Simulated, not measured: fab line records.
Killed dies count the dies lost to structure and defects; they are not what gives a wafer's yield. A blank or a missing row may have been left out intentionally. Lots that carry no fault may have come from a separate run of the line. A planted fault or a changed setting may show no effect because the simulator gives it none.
fab line records | flow sky130 | part 2 of 2: steps 27 to 36 of 36
record: lots: 5 wafers: 15 lastDay: 50
route steps=708 shown RES_XHIGH@360 SALICIDE@361 LI_CONTACT@362 LOCAL_INTERCONNECT@387
lots that met no fault: taken from a fault-free run of the same line
startH: the number of hours between the record's first day and the start of the first shown wafer of the lot | waitH: time in hours since the lot's previous step | " unchanged from the row above | L1.1+2: one row covering several wafers at once | - either no value or no given start | * or withheld: withheld | < > ~ a bound
route shown NAME@n: names a module that has steps shown in the file, with the first one's number in the route | usual: average and standard deviation across the fault-free wafers | same: alike in all rows | chamber/n: place in a boat | sites: readings site by site | _std_site: the values' standard deviation | _edge_site: mean of outer sites minus mean of inner sites | radiusMm: how far each site lies from the wafer's centre | mask NAME#n: copy n | behind: the tool/chamber that last shaped the wafer | hold: reason for holding the lot/hours on hold/outcome of the hold | device: transistor that didn't switch, given as n, p or np | end of line: the route-end tests of the same wafers | a step without rows: its recipe alone | killed: dies lost to structure and defects at the first sort, not the wafer's yield | map: a wafer's dies, x killed, . not, _ none there
set.NAME: the setting as run; set.NAME@STEP: as run at that earlier step | model.NAME: the simulator's own value behind a step, which no gauge read
lots at some steps of the route; a table a step, a row a wafer
services: the hour from which a tool's chamber was out of use, counted from the record's first day as startH (under 0 if before that day), plus the number of hours and why
== steps ==
step: SKY_LI_CONTACT_CMP_24
recipe: stopOn: PSG tOverpolishS: 20 downForcePsi: 3.5 platenRpm: 60 targetThkNm: 0 padVelocityMS: 0.94248
usual: motorCurrentA: 11.1/1.1 overpolishRunS: 20.000/0.0094 timeToEndpointS: 98/6.6
columns lot.wafer tool chamber startH waitH motorCurrentA overpolishRunS timeToEndpointS
L083.2 cmp-01 1 760.99 0.1 10.7 19.998 92
L083.5 " 3 " " 9.9 20.013 108
L083.6 " 0 " " 11.9 19.996 100
L084.4 cmp-01 2 780.08 0.0 12.0 19.999 102
L084.3 " 3 " " 10.7 20.002 99
L084.5 " 3 " " 10.8 20.016 101
L085.2 cmp-01 2 781.53 0.0 11.2 20.006 99
L085.5 " 2 " " 11.5 20.005 101
L085.6 " 3 " " 10.7 20.002 99
L090.1 cmp-01 0 798.96 0.1 11.9 19.995 93
L090.4 " 1 " " 10.9 20.015 84
L090.2 " 3 " " 10.9 19.991 105
L097.4 cmp-02 3 850.31 0.1 13.5 19.998 107
L097.5 " 2 " " 8.8 19.991 89
L097.6 " 3 " " 12.7 20.010 101
step: SKY_LOCAL_INTERCONNECT_SPUTTER_00
recipe: material: TiN targetThkNm: 100 tempC: 300 powerW: 6500 timeS: 83.3 chamberPressurePa: 0.4
usual: cathodeDcPowerW: 6500.0/1.2 susceptorTempC: 299.97/0.19 throttleValvePct: 30.8/0.82
columns lot.wafer tool chamber startH waitH cathodeDcPowerW susceptorTempC throttleValvePct
L083.2 pvdSputter-03 - 761.19 0.1 6500.3 300.50 29.4
L083.5 " - " " 6499.6 299.59 31.8
L083.6 " - " " 6501.5 299.93 31.0
L084.3 pvdSputter-03 - 780.38 0.2 6502.0 300.08 31.1
L084.4 " - " " 6500.1 300.12 31.6
L084.5 " - " " 6499.2 300.18 29.2
L085.2 pvdSputter-04 - 781.83 0.2 6500.3 300.10 31.6
L085.5 " - " " 6498.8 299.72 31.1
L085.6 " - " " 6499.9 300.10 31.2
L090.1 pvdSputter-03 - 799.26 0.2 6501.7 299.87 31.1
L090.2 " - " " 6501.4 300.02 29.9
L090.4 " - " " 6500.2 300.00 29.0
L097.4 pvdSputter-03 - 850.59 0.2 6501.0 299.85 31.6
L097.5 " - " " 6499.2 299.77 29.2
L097.6 " - " " 6499.0 299.97 31.0
step: SKY_LOCAL_INTERCONNECT_RS_MEAS_01
recipe: thkMeasGauge: four-point-probe reads: TiN_of_LOCAL_INTERCONNECT_SPUTTER_00
usual: LOCAL_INTERCONNECT_TIN_RS: 14.03/0.21
columns lot.wafer tool chamber startH waitH LOCAL_INTERCONNECT_TIN_RS[ohm/sq]
L083.2 filmMetro-04 - 761.27 0.1 14.30
L083.5 " - " " 14.57
L083.6 " - " " 14.33
L084.3 filmMetro-01 - 780.48 0.1 13.89
L084.4 " - " " 14.16
L084.5 " - " " 13.88
L085.2 filmMetro-01 - 781.91 0.1 14.04
L085.5 " - " " 13.79
L085.6 " - " " 13.68
L090.1 filmMetro-01 - 799.33 0.0 13.76
L090.2 " - " " 13.77
L090.4 " - " " 13.86
L097.4 filmMetro-01 - 850.68 0.1 14.23
L097.5 " - " " 14.09
L097.6 " - " " 13.90
step: SKY_LOCAL_INTERCONNECT_THK_MEAS_02
recipe: thkMeasGauge: xrf reads: TiN_of_LOCAL_INTERCONNECT_SPUTTER_00
usual: LOCAL_INTERCONNECT_TIN_THK: 100.8/1.6
columns lot.wafer tool chamber startH waitH LOCAL_INTERCONNECT_TIN_THK[nm]
L083.2 filmMetro-04 - 761.38 0.1 98.8
L083.5 " - " " 96.4
L083.6 " - " " 98.5
L084.3 filmMetro-01 - 780.58 0.1 102.6
L084.4 " - " " 100.6
L084.5 " - " " 102.7
L085.2 filmMetro-01 - 782.02 0.1 101.3
L085.5 " - " " 103.3
L085.6 " - " " 103.6
L090.1 filmMetro-01 - 799.45 0.1 102.5
L090.2 " - " " 103.4
L090.4 " - " " 102.4
L097.4 filmMetro-01 - 850.77 0.1 100.7
L097.5 " - " " 101.5
L097.6 " - " " 102.8
step: SKY_LOCAL_INTERCONNECT_DEHYDRATE_03
recipe: tempC: 200 timeS: 60
usual: heaterPowerTotalW: 160.38/0.13
columns lot.wafer tool chamber startH waitH heaterPowerTotalW
L083.2 lithoTrack-02 0 773.46 12.1 160.50
L083.5 " 0 " " 160.25
L083.6 " 0 " " 160.43
L084.3 lithoTrack-02 0 792.93 12.3 160.36
L084.4 " 0 " " 160.28
L084.5 " 0 " " 160.43
L085.2 lithoTrack-04 0 794.84 12.8 160.16
L085.5 " 0 " " 160.32
L085.6 " 0 " " 160.34
L090.1 lithoTrack-04 0 812.57 13.1 160.54
L090.2 " 0 " " 160.27
L090.4 " 0 " " 160.41
L097.4 lithoTrack-04 0 863.99 13.2 160.30
L097.5 " 0 " " 160.57
L097.6 " 0 " " 160.39
step: SKY_LOCAL_INTERCONNECT_HMDS_04
recipe: primeTimeS: 60 primeTempC: 120
columns lot.wafer tool chamber startH waitH
L083.2+5+6 lithoTrack-02 0 773.61 0.1
L084.3+4+5 lithoTrack-02 0 793.08 0.1
L085.2+5+6 lithoTrack-04 0 794.99 0.1
L090.1+2+4 lithoTrack-04 0 812.72 0.1
L097.4+5+6 lithoTrack-04 0 864.14 0.1
step: SKY_LOCAL_INTERCONNECT_COAT_05
recipe: resist: BARC tempC: withheld timeS: withheld spinRpm: 3000 resistThkNm: 60
columns lot.wafer tool chamber startH waitH
L083.2+5+6 lithoTrack-02 0 773.76 0.1
L084.3+4+5 lithoTrack-02 0 793.23 0.1
L085.2+5+6 lithoTrack-04 0 795.14 0.1
L090.1+2+4 lithoTrack-04 0 812.87 0.1
L097.4+5+6 lithoTrack-04 0 864.29 0.1
step: SKY_LOCAL_INTERCONNECT_COAT_06
recipe: resist: KrF-thick spinRpm: 2949 resistThkNm: 450
columns lot.wafer tool chamber startH waitH
L083.2+5+6 lithoTrack-02 0 - -
L084.3+4+5 lithoTrack-02 0 - -
L085.2+5+6 lithoTrack-04 0 - -
L090.1+2+4 lithoTrack-04 0 - -
L097.4+5+6 lithoTrack-04 0 - -
step: SKY_LOCAL_INTERCONNECT_SOFTBAKE_07
recipe: tempC: 100 timeS: 90 resist: KrF-thick
usual: heaterPowerTotalW: 57.35/0.11
columns lot.wafer tool chamber startH waitH heaterPowerTotalW
L083.2 lithoTrack-02 0 - - 57.39
L083.5 " 0 " " 57.46
L083.6 " 0 " " 57.28
L084.3 lithoTrack-02 0 - - 57.24
L084.4 " 0 " " 57.27
L084.5 " 0 " " 57.43
L085.2 lithoTrack-04 0 - - 57.20
L085.5 " 0 " " 57.25
L085.6 " 0 " " 57.42
L090.1 lithoTrack-04 0 - - 57.45
L090.2 " 0 " " 57.19
L090.4 " 0 " " 57.32
L097.4 lithoTrack-04 0 - - 57.25
L097.5 " 0 " " 57.41
L097.6 " 0 " " 57.29
step: SKY_LOCAL_INTERCONNECT_EXPOSE_08
recipe: maskId: LI1M na: 0.8 sourceShape: annular sigmaInner: 0.55 sigmaOuter: 0.85 targetCdNm: 170 doseMj: 28
usual: stageVelMmS: 500.07/0.26
columns lot.wafer tool chamber startH waitH mask stageVelMmS
L083.2 krfScanner-01 0 - - LI1M#0 500.08
L083.5 " 0 " " LI1M#0 500.01
L083.6 " 0 " " LI1M#0 500.20
L084.3 krfScanner-02 0 - - LI1M#0 500.00
L084.4 " 0 " " LI1M#0 500.33
L084.5 " 0 " " LI1M#0 500.06
L085.2 krfScanner-02 0 - - LI1M#0 500.53
L085.5 " 0 " " LI1M#0 500.14
L085.6 " 0 " " LI1M#0 500.42
L090.1 krfScanner-01 0 - - LI1M#0 499.77
L090.2 " 0 " " LI1M#0 499.70
L090.4 " 0 " " LI1M#0 499.86
L097.4 krfScanner-01 0 - - LI1M#0 499.81
L097.5 " 0 " " LI1M#0 499.98
L097.6 " 0 " " LI1M#0 499.85
== services ==
columns tool chamber startH hours kind
cmp-02 - 712.00 5.3 repair
pvdSputter-03 - 715.95 2.8 repair
pvdSputter-01 - 721.69 7.6 repair
krfScanner-01 - 731.75 4.4 pm
cmp-01 - 736.23 4.3 pm
cmp-02 - 737.63 1.1 repair
pvdSputter-02 - 738.12 12.3 repair
krfScanner-01 - 740.27 4.0 pm
hdpcvd-02 1 743.40 5.1 repair
cmp-02 - 744.30 4.0 pm
rieDiel-04 3 775.70 3.2 repair
krfScanner-01 - 778.43 1.3 pm
cmp-02 - 792.31 1.4 repair
krfScanner-01 - 794.26 9.3 repair
cmp-02 - 797.71 2.0 repair
pvdSputter-03 - 803.80 0.9 repair
rieDiel-04 2 842.70 3.6 repair
cmp-02 - 844.40 1.8 repair
rieDiel-04 2 849.95 2.7 repair
krfScanner-01 - 854.73 0.8 pm
cmp-02 - 855.19 4.2 repair
krfScanner-01 - 856.41 1.0 pm
cmp-02 - 859.43 3.9 pm
cmp-01 - 860.29 2.5 repair
